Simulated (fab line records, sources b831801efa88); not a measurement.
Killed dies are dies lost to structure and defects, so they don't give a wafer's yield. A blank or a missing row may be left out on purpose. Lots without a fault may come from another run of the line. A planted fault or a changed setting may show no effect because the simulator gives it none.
A struck lot beside a sound one | flow gf180mcu | 14 steps out of a route of 602
Sound: wafers L636.1, L636.5, L636.6. Struck: wafers L641.4, L641.5, L641.6. The cause comes at the end.
At each step with rows: each side's tool, then ch and its chambers, then its first start. Under that, the readings that differ: sound wafers | struck wafers | difference of the means | sigmas: that difference in standard deviations of wafers without a fault.
alike: readings whose means differ by less than 2 such deviations, and words and numbers that are the same on both sides. not compared: withheld readings, readings that some wafer has no value for, bounds like >300 that may hide the same value, and numbers for which the record gives no deviation and whose values overlap.
The two part at a step that has a row with sigmas, a row that says differs or no value, or rows on one side only. Numbers that don't overlap but have no deviation are shown without sigmas and don't part them. A reading that every wafer of one side lacks parts them only if that side has two wafers or more.

first, 2 steps without rows for these wafers: GF_M2_PEB_12 (peb time 90 s); GF_M2_DEVELOP_13 (develop time 60 s).
GF_M2_CD_MEAS_14: target cd 280 nm.
  sound on cd_sem-01, day 22 03:05; struck on cd_sem-02, day 24 06:17
  alike: cd_nm
GF_M2_OVL_MEAS_15:
  sound on overlay-01, day 22 03:13; struck on overlay-02, day 24 06:22
  alike: M2_OVL
GF_M2_METAL_ETCH_16: etches the open film in Cl2/BCl3, stops on SiO2, target depth 750.8 nm, time 125.1 s.
  sound on rie_metal-02 ch 0,1, day 22 03:14; struck on rie_metal-02 ch 0,1, day 24 06:25
  alike: bias_w, drypump_motor_current_A, oes_product_au, throttle_valve_pct
  not compared: rf_hours_counter_h
GF_M2_STRIP_17: strips in O2/N2.
  sound on plasma_asher-04 ch 0,1, day 22 03:22; struck on plasma_asher-01 ch 0,1, day 24 06:32
  alike: drypump_motor_current_A, heater_power_w, oes_product_au, strip_time_to_endpoint_s
  not compared: rf_hours_counter_h
then, 3 steps without rows for these wafers: GF_M2_STRIP_18 (strips in post etch residue remover, time 1200 s); GF_M2_CLEAN_19 (cleans in DIW); GF_V2_CVD_00 (deposits SiO2, target thk 600 nm, time 100 s).
GF_V2_THK_MEAS_01:
  sound on film_metro-04, day 22 03:59; struck on film_metro-02, day 24 07:08
  alike: V2_CVD_00_THK
GF_V2_CVD_02: deposits SiO2 from TEOS, target thk 850 nm, time 94.851 s.
  sound on pecvd-04 ch 0,2, day 22 04:02; struck on pecvd-02 ch 0,1,2, day 24 07:12
  alike: heater_power_outer_w, heater_power_w
GF_V2_THK_MEAS_03:
  sound on film_metro-02, day 22 04:07; struck on film_metro-04, day 24 07:16
  alike: V2_CVD_02_THK
GF_V2_CMP_04: polishes SiO2.
  sound on cmp-01 ch 0,1, day 22 04:10; struck on cmp-02 ch 2,3, day 24 07:18
  no value came back on the struck wafers for edge_zone_pressure_frac, head_pressure_psi (psi), motor_current_A (A), time_to_endpoint_s (s); on the sound wafers edge_zone_pressure_frac reads 0.997 1.009 0.997
  reading                             | sound             | struck            | difference | sigmas
  model.SiO2_of_V2_CVD_02.thk_nm (nm) | 631.3 631.8 629.8 | 858.7 855.3 848.1 | +223.1     |
GF_V2_BOW_MEAS_05:
  sound on film_metro-04, day 22 04:28; struck on film_metro-03, day 24 07:57
  reading     | sound    | struck | difference                    | sigmas
  V2_BOW (um) | 98 93 88 | - - -  | no value on the struck wafers |
  not compared: hold

WHERE THEY PART
First at GF_V2_CMP_04; last, within this record, at GF_V2_BOW_MEAS_05.

WHY: what the simulator had put in
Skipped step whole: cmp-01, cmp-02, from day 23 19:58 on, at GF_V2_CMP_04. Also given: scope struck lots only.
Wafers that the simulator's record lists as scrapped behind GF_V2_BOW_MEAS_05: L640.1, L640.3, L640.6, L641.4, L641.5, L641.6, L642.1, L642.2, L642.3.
